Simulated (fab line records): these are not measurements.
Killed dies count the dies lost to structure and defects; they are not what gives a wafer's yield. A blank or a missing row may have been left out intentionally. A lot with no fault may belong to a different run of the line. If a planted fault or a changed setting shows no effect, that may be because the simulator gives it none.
Chamber matching | flow sky130 | SKY_VIA3_HDPCVD_00 on hdpcvd-02: 3 sister chambers
The step deposits SiO2, target thk 1635 nm, time 272.5 s. 14 wafers are shown with their chamber, then 7 later ones without.

## WAFERS, EACH WITH ITS CHAMBER
wafer  | chamber | run-length-s (s) | sih4-flow-sccm (sccm)
L924.1 | 1       | 300.1            | 60.16
L924.2 | 0       | 300.3            | 59.98
L924.3 | 2       | 301.3            | 60.10
L925.1 | 0       | 300.0            | 59.76
L925.2 | 2       | 301.3            | 59.72
L925.4 | 2       | 301.4            | 59.93
L928.2 | 0       | 299.7            | 59.72
L928.4 | 2       | 301.8            | 59.93
L928.5 | 0       | 300.1            | 59.94
L927.1 | 0       | 300.7            | 60.22
L927.3 | 2       | 301.4            | 60.16
L927.4 | 1       | 300.0            | 59.98
L929.2 | 0       | 299.8            | 59.82
L929.4 | 1       | 300.2            | 60.09

SIGNATURES (averages over the wafers above)
reading        | chamber 0 | chamber 1 | chamber 2 | scatter within a chamber
run-length-s   | 300.100   | 300.100   | 301.440   | 0.278
sih4-flow-sccm | 59.9067   | 60.0767   | 59.9680   | 0.166
Rule: for each reading, subtract the chamber's mean from the wafer's reading, divide by that reading's scatter and square the result; add these up over the readings and take the root, which gives the wafer's distance from the chamber. The wafer belongs to the nearest chamber; if the next one is less than 2 further off, it can't be placed. How the scatter is found: for the shown wafers, subtract from each reading the mean of its chamber, square and add these, divide the total by (wafers less chambers), then take the root.

## WAFERS WHOSE CHAMBER IS MISSING
wafer  | run-length-s (s) | sih4-flow-sccm (sccm)
L929.5 | 300.0            | 59.96
L932.4 | 299.9            | 60.36
L932.6 | 301.3            | 60.06
L933.4 | 300.0            | 59.91
L933.6 | 300.2            | 60.16
L934.5 | 301.8            | 60.06
L934.6 | 300.6            | 60.01

## WHICH CHAMBER EACH ONE RAN IN
wafer  | from the rows above          | in truth
L929.5 | can't be placed: 0 or 1      | 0
L932.4 | can't be placed: 1 or 0      | 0
L932.6 | 2                            | 2
L933.4 | can't be placed: 0 or 1      | 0
L933.6 | can't be placed: 1 or 0      | 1
L934.5 | 2                            | 2
L934.6 | can't be placed: 1 or 0 or 2 | 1
2 of 7 placed correctly. These rows do not allow placing 5 (true chamber among the candidates in 5). Wrongly placed: 0.
